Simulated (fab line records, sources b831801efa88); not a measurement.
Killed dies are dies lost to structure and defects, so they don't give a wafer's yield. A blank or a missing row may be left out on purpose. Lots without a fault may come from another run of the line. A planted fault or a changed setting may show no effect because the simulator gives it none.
A struck lot beside a sound one | flow sky130 | 33 steps out of a route of 708
Sound: wafers L902.1, L902.4, L902.6. Struck: wafers L914.2, L914.4, L914.6. The cause comes at the end.
At each step with rows: each side's tool, then ch and its chambers, then its first start. Under that, the readings that differ: sound wafers | struck wafers | difference of the means | sigmas: that difference in standard deviations of wafers without a fault.
alike: readings whose means differ by less than 2 such deviations, and words and numbers that are the same on both sides. not compared: withheld readings, readings that some wafer has no value for, bounds like >300 that may hide the same value, and numbers for which the record gives no deviation and whose values overlap.
The two part at a step that has a row with sigmas, a row that says differs or no value, or rows on one side only. Numbers that don't overlap but have no deviation are shown without sigmas and don't part them. A reading that every wafer of one side lacks parts them only if that side has two wafers or more.

first, 4 steps without rows for these wafers: SKY_LOCAL_INTERCONNECT_SOFTBAKE_07 (time 90 s); SKY_LOCAL_INTERCONNECT_EXPOSE_08 (exposes mask LI1M, target cd 170 nm); SKY_LOCAL_INTERCONNECT_PEB_09; SKY_LOCAL_INTERCONNECT_DEVELOP_10 (develop time 60 s).
SKY_LOCAL_INTERCONNECT_CD_MEAS_11: target cd 170 nm.
  sound on cd_sem-01, day 31 22:44; struck on cd_sem-02, day 35 10:20
  reading    | sound             | struck            | difference | sigmas
  cd_nm (nm) | 171.1 172.2 172.8 | 168.5 168.4 169.7 | -3.2       | -2
SKY_LOCAL_INTERCONNECT_OVL_MEAS_12:
  sound on overlay-02, day 31 22:51; struck on overlay-02, day 35 10:26
  alike: LOCAL_INTERCONNECT_OVL
SKY_LOCAL_INTERCONNECT_ETCH_13: etches BARC in N2/H2, stops on SiO2, time 45.9 s, target depth 60 nm.
  sound on rie_metal-03 ch 0,1, day 31 22:53; struck on rie_metal-02 ch 0, day 35 10:28
  alike: chamber_pressure_mTorr, drypump_motor_current_A, oes_product_au, throttle_valve_pct
  not compared: rf_hours_counter_h
SKY_LOCAL_INTERCONNECT_METAL_ETCH_14: etches TiN in Cl2/BCl3, stops on PSG, target depth 110 nm, time 31.4 s.
  sound on rie_metal-03 ch 0,1, day 31 22:57; struck on rie_metal-02 ch 0, day 35 10:32
  alike: chamber_pressure_mTorr, drypump_motor_current_A, oes_product_au, throttle_valve_pct
  not compared: rf_hours_counter_h
SKY_LOCAL_INTERCONNECT_STRIP_15: strips in O2/N2.
  sound on plasma_asher-02 ch 0,1, day 31 23:00; struck on plasma_asher-03 ch 0,1, day 35 10:35
  alike: chamber_pressure_mTorr, drypump_motor_current_A, oes_product_au, strip_time_to_endpoint_s
  not compared: rf_hours_counter_h
then, 3 steps without rows for these wafers: SKY_LOCAL_INTERCONNECT_STRIP_16 (strips in post etch residue remover, time 1200 s); SKY_LOCAL_INTERCONNECT_CLEAN_17 (cleans in IPA, time 180 s); SKY_LOCAL_INTERCONNECT_CLEAN_18 (cleans in O3/DIW).
SKY_CONTACT_CVD_00: deposits Si3N4, target thk 75 nm.
  sound on pecvd-03 ch 0,2, day 31 23:38; struck on pecvd-02 ch 1,2, day 35 11:00
  alike: heater_power_w
SKY_CONTACT_THK_MEAS_01:
  sound on film_metro-02, day 31 23:40; struck on film_metro-01, day 35 11:28
  reading                 | sound          | struck            | difference | sigmas
  CONTACT_CVD_00_THK (nm) | 74.3 76.4 76.4 | 149.9 152.2 150.0 | +75.0      | +80
then, 1 step without rows for these wafers: SKY_CONTACT_HDPCVD_02 (deposits SiO2, target thk 565 nm, time 94.2 s).
SKY_CONTACT_THK_MEAS_03:
  sound on film_metro-04, day 31 23:48; struck on film_metro-02, day 35 11:35
  alike: CONTACT_HDPCVD_THK
SKY_CONTACT_CMP_04: polishes SiO2.
  sound on cmp-01 ch 0,3, day 31 23:55; struck on cmp-02 ch 0,1, day 35 12:10
  alike: motor_current_A, time_to_endpoint_s
SKY_CONTACT_BOW_MEAS_05:
  sound on film_metro-02, day 32 00:10; struck on film_metro-01, day 35 12:28
  alike: CONTACT_BOW
then, 8 steps without rows for these wafers: SKY_CONTACT_DEHYDRATE_06 (time 60 s); SKY_CONTACT_HMDS_07 (prime time 60 s); SKY_CONTACT_COAT_08 (resist thk 60 nm); SKY_CONTACT_COAT_09 (resist thk 450 nm); SKY_CONTACT_SOFTBAKE_10 (time 90 s); SKY_CONTACT_EXPOSE_11 (exposes mask CTM1, target cd 170 nm); SKY_CONTACT_PEB_12; SKY_CONTACT_DEVELOP_13 (develop time 60 s).
SKY_CONTACT_CD_MEAS_14: target cd 170 nm.
  sound on cd_sem-01, day 33 03:20; struck on cd_sem-02, day 36 14:22
  alike: cd_nm
SKY_CONTACT_OVL_MEAS_15:
  sound on overlay-01, day 33 03:27; struck on overlay-01, day 36 14:28
  alike: CONTACT_OVL
then, 2 steps without rows for these wafers: SKY_CONTACT_ETCH_16 (etches BARC in N2/H2, stops on SiO2, time 45.9 s, target depth 60 nm); SKY_CONTACT_ETCH_17 (etches SiO2 in C4F8/O2/Ar, stops on Si3N4, target depth 340 nm).
SKY_CONTACT_ETCH_18: etches Si3N4 in CHF3/O2, stops on TiN, time 39 s, target depth 75 nm.
  sound on rie_diel-02 ch 2,3; struck on rie_diel-04 ch 1,2,3
  reading                  | sound             | struck            | difference | sigmas
  oes_product_au (a.u.)    | 0.856 0.862 0.863 | 1.003 1.018 0.999 | +0.146     | +19
  throttle_valve_pct (%)   | 8.783 8.813 8.790 | 8.810 8.838 8.830 | +0.031     | +3
  model.etch.depth_nm (nm) | 74.32 76.44 76.4  | 97.94 100.4 95.99 | +22.39     |
  alike: chamber_pressure_mTorr, drypump_motor_current_A
  not compared: rf_hours_counter_h
SKY_CONTACT_STRIP_19: strips in O2/N2.
  sound on plasma_asher-04 ch 0,1, day 33 03:37; struck on plasma_asher-04 ch 0,1, day 36 14:38
  alike: chamber_pressure_mTorr, drypump_motor_current_A, oes_product_au, strip_time_to_endpoint_s
  not compared: rf_hours_counter_h
SKY_PAD_OPEN_PROBE_99:
  the record has rows for the sound wafers here (prober-01, day 47 01:03) and none for the struck ones

WHERE THEY PART
First at SKY_LOCAL_INTERCONNECT_CD_MEAS_11; last, within this record, at SKY_PAD_OPEN_PROBE_99.

WHY: what the simulator had put in
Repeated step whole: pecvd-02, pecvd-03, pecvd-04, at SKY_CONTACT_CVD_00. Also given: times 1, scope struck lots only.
